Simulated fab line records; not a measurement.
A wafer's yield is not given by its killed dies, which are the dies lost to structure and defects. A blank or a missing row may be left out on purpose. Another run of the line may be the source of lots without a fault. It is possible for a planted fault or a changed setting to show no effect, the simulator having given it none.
8D (eight disciplines) problem report, filled in by code | flow sky130 | the parts of the form that need people (team, actions taken, sign-off) are left out

## 1. PROBLEM STATEMENT
Wafers without a fault read 7.498e+13, standard deviation 7.9e+10; dose_ions_cm2 at SKY_LDD_N_IMPLANT_08 reads a mean of 4.623e+13 on 6 wafers belonging to 2 lots. So: -99 or more standard deviations from the usual mean.
First seen on wafer L872.3, day 22 10:43, on implanter-03. Wafers with a number at this step in the record: 42, from 14 lots. The rule behind "out" and "out of limits": a value lying over 4 standard deviations away from the usual mean. All remaining wafers that have a number are taken as sound.

## 2. WHAT THIS IS AND IS NOT
question                    | is                                | is not
which readings at this step | dose_ions_cm2, faraday_current_uA | -
which lots                  | L872, L873                        | L859, L861, L862, L864, L865, L866, L867, L868, L869, L870, L881, L882
which wafers of those lots  | all that have a number            | -
read on which tools         | implanter-03                      | implanter-02, implanter-04
when                        | from day 22 10:43                 | up to then (30 sound wafers); but 6 sound wafers of L881, L882 came after

## 3. THE SUSPECTS, EACH WITH WHAT RULES IT OUT
Counting: any tool at a process step up to the reading is kept as a suspect provided that every lot that is out went through it and no sound lot did after the first of them.
- implanter-03 at SKY_LDD_N_IMPLANT_08: kept. It processed each lot that is out, first L872 at day 22 10:43, and no sound lot thereafter; up to then, the last sound lot it processed was L869 at day 21 19:55. On those wafers its own readings are out: dose_ions_cm2, faraday_current_uA.
Left after counting: implanter-03 at SKY_LDD_N_IMPLANT_08.

## 4. THE CAUSE (what the simulator had put in)
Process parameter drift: implanter-03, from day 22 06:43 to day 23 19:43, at SKY_LDD_N_IMPLANT_08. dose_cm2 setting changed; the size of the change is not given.
Counting left only this tool.

## 5. SEQUENCE OF EFFECTS, ordered by route
Each row: a reading whose mean over the struck wafers that have a number lies more than 3 standard deviations from the usual. Only readings for which the record gives a usual standard deviation are gone through. hours: the time from each lot's start at the first step in this table that gives one to its start at this step, as a median over the lots. sigmas: the change in usual standard deviations.
hours | step                 | reading                  | usual     | on struck wafers | change     | sigmas
0     | SKY_LDD_N_IMPLANT_08 | dose_ions_cm2            | 7.498e+13 | 4.623e+13        | -2.875e+13 | -99 or more
0     | SKY_LDD_N_IMPLANT_08 | faraday_current_uA       | 423       | 263              | -160       | -19
2     | SKY_LDD_N_STRIP_16   | strip_time_to_endpoint_s | 4.328 s   | 4.265            | -0.063     | -4.2
Process steps it contains:
- SKY_LDD_N_IMPLANT_08
- SKY_LDD_N_STRIP_16: strips in O2/N2.

## 6. WHAT WOULD HAVE CAUGHT IT SOONER
4 hours passed between the start of the fault at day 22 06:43 and the first reading out of limits in this record, taken at day 22 10:43.
